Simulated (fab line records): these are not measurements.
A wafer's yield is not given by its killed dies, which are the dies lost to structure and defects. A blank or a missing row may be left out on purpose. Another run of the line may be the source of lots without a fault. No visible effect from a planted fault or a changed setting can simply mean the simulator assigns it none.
The tool behind it: which one? / flow sky130 / 12 lots (35 wafers sampled), 1 step of a 708-step route

== WHAT THE GAUGES SHOWED, per wafer ==
SKY_SONOS_ONO_THK_MEAS_01. Usual: for SONOS_ONO_OXIDATION_THK the level is 2.62 nm and the standard deviation is 0.061.
lot=L991; measured=day 12 03:07; on=film_metro-03; SONOS_ONO_OXIDATION_THK (nm)=2.46 2.53 2.46; flag=
lot=L994; measured=day 13 02:36; on=film_metro-04; SONOS_ONO_OXIDATION_THK (nm)=2.65 2.65 2.60; flag=
lot=L996; measured=day 13 21:14; on=film_metro-03; SONOS_ONO_OXIDATION_THK (nm)=2.57 2.57 2.60; flag=
lot=L997; measured=day 13 22:17; on=film_metro-01; SONOS_ONO_OXIDATION_THK (nm)=2.56 2.63; flag=
lot=L104; measured=day 16 11:20; on=film_metro-04; SONOS_ONO_OXIDATION_THK (nm)=2.56 2.58 2.49; flag=
lot=L106; measured=day 17 17:22; on=film_metro-03; SONOS_ONO_OXIDATION_THK (nm)=2.66 2.68 2.60; flag=
lot=L105; measured=day 17 20:34; on=film_metro-04; SONOS_ONO_OXIDATION_THK (nm)=2.56 2.62 2.59; flag=
lot=L108; measured=day 18 02:24; on=film_metro-01; SONOS_ONO_OXIDATION_THK (nm)=2.61 2.66 2.60; flag=
lot=L107; measured=day 18 05:29; on=film_metro-01; SONOS_ONO_OXIDATION_THK (nm)=2.63 2.62 2.61; flag=
lot=L109; measured=day 18 08:05; on=film_metro-03; SONOS_ONO_OXIDATION_THK (nm)=2.65 2.65 2.65; flag=
lot=L111; measured=day 18 19:13; on=film_metro-04; SONOS_ONO_OXIDATION_THK (nm)=2.60 2.66 2.56; flag=
lot=L112; measured=day 19 13:10; on=film_metro-01; SONOS_ONO_OXIDATION_THK (nm)=2.67 2.66 2.63; flag=

== TOOL THAT RAN EACH LOT (tool first, then ch and the chambers of the sampled wafers, then the start) ==
There is no process step in the record ahead of these readings.

== WHAT THE TOOLS THEMSELVES READ (means of the sampled wafers that have a number; where no wafer has one, the mark that the record gives instead) ==
The record holds no such reading with a usual standard deviation.

== THE ANSWER, worked out from the rows above alone ==
Rule: a lot counts as off when the mean over its wafers that have a number is more than 3 standard deviations away from the usual mean. Also off: a lot with no number at a reading for which 4 or more lots have one. Where the step has rows for the other lots, those lots are counted as sound. After the gauges, taken in route order, come the tools' own readings; for these a lot's mean is taken, as printed above. At the first step where some lot is off, the reading lying furthest off is the one used; lots without a number count as furthest.
Across all readings shown, no lot is off: no conclusion can be drawn from this.

== WHAT THE SIMULATOR PUT IN ==
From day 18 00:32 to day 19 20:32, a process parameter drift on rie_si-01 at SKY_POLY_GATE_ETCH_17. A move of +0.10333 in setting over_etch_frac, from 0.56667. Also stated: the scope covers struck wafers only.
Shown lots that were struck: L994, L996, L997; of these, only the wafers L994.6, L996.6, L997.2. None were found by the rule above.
